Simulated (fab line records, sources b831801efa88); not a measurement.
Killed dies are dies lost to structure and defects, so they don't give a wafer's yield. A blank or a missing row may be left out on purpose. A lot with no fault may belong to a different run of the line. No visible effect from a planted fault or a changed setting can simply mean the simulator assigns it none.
Shared-tool check    flow sky130    Sample size 13 lots and 39 wafers

== WHAT PROMPTED THE OPENING ==
SKY_PWDE_TW_MEAS_10, reading PWDE_TW: flagged on 1 of 13 lots. No-fault wafers: 374, standard deviation 3.3.
Rule: flag the lot when none of its wafers has a number, or when each of its wafers that has one lies beyond 4 standard deviations from that mean. The other lots count as sound.

lot   measured     on             PWDE_TW, wafer by wafer  flag
L704  day 3 21:37  film_metro-02  374 373 373              
L705  day 4 05:24  film_metro-04  372 377 375              
L708  day 5 06:55  film_metro-01  370 369 371              
L709  day 5 17:31  film_metro-02  373 373 373              
L710  day 5 22:42  film_metro-04  30 30 30                 FLAGGED
L713  day 6 07:39  film_metro-02  370 371 372              
L717  day 7 02:46  film_metro-04  377 376 377              
L719  day 7 09:25  film_metro-04  377 378 376              
L720  day 7 13:50  film_metro-04  376 376 374              
L721  day 7 18:28  film_metro-02  367 371 371              
L722  day 7 23:25  film_metro-04  375 376 374              
L724  day 8 18:55  film_metro-04  377 377 378              
L727  day 9 07:15  film_metro-04  378 378 378              
Averaged over the flagged lots the numbers come to 30, -344 from the usual (-99 or more standard deviations).

== EACH LOT AND THE TOOL IT RAN ON ==
The record keeps 1 process step preceding the reading, out of 708 steps on the route. Every cell lists first the tool, next ch and the chambers used by the sampled wafers, and last the start.
lot   flag     SKY_PWDE_EXPOSE_04
L704           iline_stepper-02 ch 0, day 3 13:47
L705           iline_stepper-01 ch 0, day 3 21:26
L708           iline_stepper-02 ch 0, day 4 22:40
L709           iline_stepper-02 ch 0, day 5 08:50
L710  FLAGGED  iline_stepper-02 ch 0, day 5 13:32
L713           iline_stepper-02 ch 0, day 5 22:13
L717           iline_stepper-02 ch 0, day 6 16:30
L719           iline_stepper-02 ch 0, day 7 00:08
L720           iline_stepper-01 ch 0, day 7 05:05
L721           iline_stepper-02 ch 0, day 7 08:25
L722           iline_stepper-02 ch 0, day 7 13:23
L724           iline_stepper-01 ch 0, day 8 07:43
L727           iline_stepper-01 ch 0, day 8 20:38
What is done by these steps:
- SKY_PWDE_EXPOSE_04: exposes mask PWDEM, target cd 840 nm.
- SKY_PWDE_TW_MEAS_10

== FLAGGED AGAINST TOTAL, ONE TOOL AT A TIME (gauges that did the reading follow at the end) ==
step                 tool              lots run  flagged  share of the flagged lots  sound lots run after its first flagged lot
SKY_PWDE_EXPOSE_04   iline_stepper-01  4         0        none                       -
SKY_PWDE_EXPOSE_04   iline_stepper-02  9         1        all                        5 (L713,L717,L719,L721,L722)
SKY_PWDE_TW_MEAS_10  film_metro-01     1         0        none                       -
SKY_PWDE_TW_MEAS_10  film_metro-02     4         0        none                       -
SKY_PWDE_TW_MEAS_10  film_metro-04     8         1        all                        6 (L717,L719,L720,L722,L724,L727)

== WHAT THE TABLE ALLOWS ==
Every flagged lot went through 2 rows of the table: iline_stepper-02 at SKY_PWDE_EXPOSE_04 and film_metro-04 at SKY_PWDE_TW_MEAS_10.
- iline_stepper-02 at SKY_PWDE_EXPOSE_04: 1 of its 9 lots flagged. Lots that were sound ran on it after the first flagged one (L713, L717, L719, L721, L722); a persistent fault on the entire tool would not allow that.
- film_metro-04 at SKY_PWDE_TW_MEAS_10: 1 of its 8 lots flagged. Lots that were sound ran on it after the first flagged one (L717, L719, L720, L722, L724, L727); a persistent fault on the entire tool would not allow that.
No row of the table ran every flagged lot and no sound lot after the first.

== WHAT HAD BEEN PUT IN BY THE SIMULATOR ==
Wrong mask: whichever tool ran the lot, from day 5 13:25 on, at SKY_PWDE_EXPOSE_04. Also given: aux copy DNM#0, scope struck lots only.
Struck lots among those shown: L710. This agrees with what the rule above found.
